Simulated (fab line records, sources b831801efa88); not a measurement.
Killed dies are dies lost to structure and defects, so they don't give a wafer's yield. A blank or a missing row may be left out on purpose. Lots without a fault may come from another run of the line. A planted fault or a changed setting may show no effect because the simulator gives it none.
Problem report in the 8D (eight disciplines) form, filled by code | flow gf180mcu | the parts of the form that need people (team, actions taken, sign-off) are left out

1. THE PROBLEM
TOP_METAL_ALCU_RS at GF_TOP_METAL_RS_MEAS_05 reads a mean of 0.05498 ohm/sq on 6 wafers of 2 lots; wafers without a fault read 0.03277 ohm/sq with a standard deviation of 0.00029. That is +77 standard deviations from the usual mean.
The step: measures by four-point-probe.
First seen on wafer L411.1, day 29 22:26, on film_metro-02. The record holds 33 wafers of 11 lots with a number at this step. Rule for "out", or "out of limits": more than 4 standard deviations from the usual mean. The other wafers with a number count as sound.

2. WHAT IT IS AND WHAT IT IS NOT
question                    | is                           | is not
which readings at this step | TOP_METAL_ALCU_RS            | -
which lots                  | L411, L413                   | L403, L405, L418, L419, L420, L421, L422, L423, L426
which wafers of those lots  | all that have a number       | -
read on which gauges        | film_metro-02, film_metro-03 | film_metro-01
when                        | from day 29 22:26            | up to then (6 sound wafers); but 21 sound wafers of L418, L419, L420, L421, L422, L423, L426 came after

3. SUSPECTS, AND WHAT RULES EACH OUT
Counting: a tool at a process step up to the reading stays a suspect if it ran every lot that is out and no sound lot after the first of them.
- the gauge at GF_TOP_METAL_RS_MEAS_05: ruled out. The wafers that are out were read on 2 gauges (film_metro-02, film_metro-03).
- pecvd-04 at GF_V5_CVD_02 (deposits SiO2 from TEOS, target thk 1450 nm, time 163.28 s): ruled out as a lasting fault. Sound lots L418, L421 ran on it after its first lot that is out, L411 (day 29 00:56).
- pvd_sputter-02 at GF_TOP_METAL_SPUTTER_00 (material Ti, target thk 37.5 nm, time 147.6 s): ruled out as a lasting fault. Sound lots L426 ran on it after its first lot that is out, L411 (day 29 22:13).
- pvd_sputter-02 at GF_TOP_METAL_SPUTTER_02 (material AlCu, target thk 900 nm, time 47.82 s): ruled out as a lasting fault. Sound lots L426 ran on it after its first lot that is out, L411 (day 29 22:21).
Left after counting: nothing in the record.

4. THE CAUSE (what the simulator had put in)
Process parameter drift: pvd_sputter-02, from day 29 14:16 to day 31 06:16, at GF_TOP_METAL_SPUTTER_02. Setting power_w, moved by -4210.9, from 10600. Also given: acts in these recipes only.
Counting ruled it out, wrongly: the rule takes a fault to strike every lot that its tool runs from its start on, and this one did not.

5. THE CHAIN OF EFFECTS, in route order
Each row: a reading whose mean over the struck wafers that have a number lies more than 3 standard deviations from the usual. Only readings for which the record gives a usual standard deviation are gone through. hours: the time from each lot's start at the first step in this table that gives one to its start at this step, as a median over the lots. sigmas: the change in usual standard deviations.
hours | step                     | reading            | usual          | on struck wafers | change   | sigmas
0     | GF_TOP_METAL_SPUTTER_02  | cathode_dc_power_W | 10600 W        | 6389             | -4211    | -99 or more
0     | GF_TOP_METAL_RS_MEAS_05  | TOP_METAL_ALCU_RS  | 0.03277 ohm/sq | 0.05498          | +0.02221 | +77
0     | GF_TOP_METAL_THK_MEAS_06 | TOP_METAL_ALCU_THK | 901 nm         | 540              | -361     | -39
The process steps in it:
- GF_TOP_METAL_SPUTTER_02: material AlCu, target thk 900 nm, time 47.82 s.

6. WHAT WOULD HAVE CAUGHT IT SOONER
In this record the first reading out of limits at a measuring or inspecting step was taken at day 29 22:26, 8 hours after the fault began at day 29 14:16.
The tool's own readings at GF_TOP_METAL_SPUTTER_02 were out on every struck wafer that the step has a row for (cathode_dc_power_W): an alarm limit on them would have fired on the first of those.
